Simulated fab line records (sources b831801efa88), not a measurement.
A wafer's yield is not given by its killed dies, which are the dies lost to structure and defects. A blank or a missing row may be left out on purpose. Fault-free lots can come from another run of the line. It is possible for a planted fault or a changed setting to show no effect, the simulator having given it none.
Which tool was responsible?    flow gf180mcu    24 lots with 72 wafers sampled at 2 steps, on a route of 602 steps

WHAT EACH GAUGE READ, for each wafer
GF_M3_CD_MEAS_14: target cd 280 nm.
lot   measured      on         cd_nm (nm)
L074  day 21 12:57  cd_sem-02  279.7 279.5 279.3
L075  day 22 06:02  cd_sem-02  279.1 279.4 278.8
L076  day 22 11:33  cd_sem-02  278.0 277.3 278.7
L077  day 22 21:47  cd_sem-01  280.3 280.2 281.0
L078  day 23 04:19  cd_sem-02  281.4 282.4 281.4
L079  day 23 18:15  cd_sem-02  280.3 280.0 280.8
L080  day 23 21:01  cd_sem-02  282.0 280.9 281.7
L081  day 24 17:40  cd_sem-02  279.5 279.8 280.1
L082  day 24 23:26  cd_sem-02  280.1 279.8 281.6
L083  day 25 01:46  cd_sem-01  279.0 280.1 279.0
L084  day 25 11:50  cd_sem-01  279.3 279.8 278.0
L085  day 25 13:22  cd_sem-01  279.5 278.8 280.0
L086  day 26 01:38  cd_sem-02  279.1 280.5 278.9
L087  day 26 10:59  cd_sem-02  278.9 279.3 279.0
L088  day 26 18:12  cd_sem-02  281.5 279.9 279.5
L089  day 26 22:26  cd_sem-02  278.7 279.7 278.0
L090  day 27 06:56  cd_sem-02  276.0 275.6 275.6
L091  day 27 12:02  cd_sem-02  279.7 280.4 280.4
L092  day 27 22:47  cd_sem-02  280.4 279.5 279.5
L093  day 28 02:54  cd_sem-02  279.6 280.0 279.9
L094  day 28 08:49  cd_sem-02  279.1 279.6 279.1
L095  day 28 19:09  cd_sem-02  279.3 281.3 280.4
L096  day 28 21:49  cd_sem-02  279.1 279.5 279.9
L097  day 29 02:34  cd_sem-02  281.0 280.9 281.2

TOOL THAT RAN EACH LOT (tool first, then ch and the chambers of the sampled wafers, then the start)
lot   GF_M3_SPUTTER_02
L074  pvd_sputter-02, day 20 12:20
L075  pvd_sputter-02, day 21 05:43
L076  pvd_sputter-02, day 21 11:33
L077  pvd_sputter-04, day 21 21:49
L078  pvd_sputter-04, day 22 04:13
L079  pvd_sputter-04, day 22 19:38
L080  pvd_sputter-02, day 22 22:29
L081  pvd_sputter-02, day 23 19:13
L082  pvd_sputter-04, day 24 01:17
L083  pvd_sputter-02, day 24 03:19
L084  pvd_sputter-01, day 24 13:37
L085  pvd_sputter-01, day 24 15:35
L086  pvd_sputter-01, day 25 04:07
L087  pvd_sputter-04, day 25 13:10
L088  pvd_sputter-02, day 25 20:45
L089  pvd_sputter-04, day 26 01:22
L090  pvd_sputter-01, day 26 10:21
L091  pvd_sputter-01, day 26 15:35
L092  pvd_sputter-02, day 27 02:35
L093  pvd_sputter-04, day 27 06:30
L094  pvd_sputter-01, day 27 12:57
L095  pvd_sputter-01, day 27 23:41
L096  pvd_sputter-02, day 28 02:07
L097  pvd_sputter-04, day 28 07:14
- GF_M3_SPUTTER_02: material AlCu, target thk 450 nm, time 23.9 s.

WHAT THE TOOLS THEMSELVES READ (means of the sampled wafers that have a number; where no wafer has one, the mark that the record gives instead)
GF_M3_SPUTTER_02.
lot   tool            throttle_valve_pct (%)
L074  pvd_sputter-02  29.3
L075  pvd_sputter-02  29.1
L076  pvd_sputter-02  29.4
L077  pvd_sputter-04  30.3
L078  pvd_sputter-04  30.7
L079  pvd_sputter-04  30.2
L080  pvd_sputter-02  28.9
L081  pvd_sputter-02  29.8
L082  pvd_sputter-04  28.9
L083  pvd_sputter-02  29.1
L084  pvd_sputter-01  30.6
L085  pvd_sputter-01  30.3
L086  pvd_sputter-01  30.5
L087  pvd_sputter-04  29.8
L088  pvd_sputter-02  29.4
L089  pvd_sputter-04  29.7
L090  pvd_sputter-01  30.0
L091  pvd_sputter-01  30.1
L092  pvd_sputter-02  29.6
L093  pvd_sputter-04  29.8
L094  pvd_sputter-01  29.8
L095  pvd_sputter-01  30.2
L096  pvd_sputter-02  28.6
L097  pvd_sputter-04  30.5

THE ANSWER, worked out from the rows above alone
Rule: what is usual is taken from the lots themselves. The widest of any qualifying gaps counts: lots, ordered by their means at a reading, are off when they make up no more than a third of the lots, leave a main group of 4 or more, and stand apart from it by 3 or more times the standard deviation of that group's means. A main group whose means are all the same, to the digits that the tables above print for the reading, isn't used. Also off: a lot with no number at a reading for which 4 or more lots have one. The other lots that the step has rows for count as sound. First the gauges in route order, then the tools' own readings, where a lot's mean is used as printed above. At the first step where some lot is off, the reading lying furthest off is the one used; lots without a number count as furthest.
No lot is off at any reading shown: from this, nothing can be told.

WHAT THE SIMULATOR HAD PUT IN
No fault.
